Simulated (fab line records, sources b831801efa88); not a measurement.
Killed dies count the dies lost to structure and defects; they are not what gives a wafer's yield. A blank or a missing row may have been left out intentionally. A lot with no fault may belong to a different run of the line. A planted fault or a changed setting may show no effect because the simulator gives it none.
Which tool did it? -- flow gf180mcu -- 6 lots (18 wafers sampled), 1 step of a 602-step route

WHAT EACH GAUGE READ, for each wafer
GF_V5_OVL_MEAS_15.
lot,measured,on,V5_OVL (nm)
L793,day 27 11:38,overlay-02,-12 -4 -15
L795,day 28 02:52,overlay-02,-5 -3 -1
L797,day 28 18:35,overlay-02,1 5 2
L808,day 32 02:16,overlay-02,-6 -7 -1
L810,day 32 10:35,overlay-02,-8 -11 -15
L813,day 33 03:34,overlay-02,0 -6 0

WHICH TOOL RAN EACH LOT (tool, then ch and the chambers of the sampled wafers, then the start)
Before these readings, the record contains no process step.

THE ANSWER, worked out from the rows above alone
Rule: what is usual is taken from the lots themselves. The widest of any qualifying gaps counts: lots, ordered by their means at a reading, are off when they make up no more than a third of the lots, leave a main group of 4 or more, and stand apart from it by 3 or more times the standard deviation of that group's means. Not used: any main group whose means are identical at the precision the tables above print for the reading. Also off: a lot with no number at a reading for which 4 or more lots have one. All remaining lots with rows at the step are treated as sound.
No lot is off at any reading shown: from this, nothing can be told.

WHAT THE SIMULATOR HAD INSERTED
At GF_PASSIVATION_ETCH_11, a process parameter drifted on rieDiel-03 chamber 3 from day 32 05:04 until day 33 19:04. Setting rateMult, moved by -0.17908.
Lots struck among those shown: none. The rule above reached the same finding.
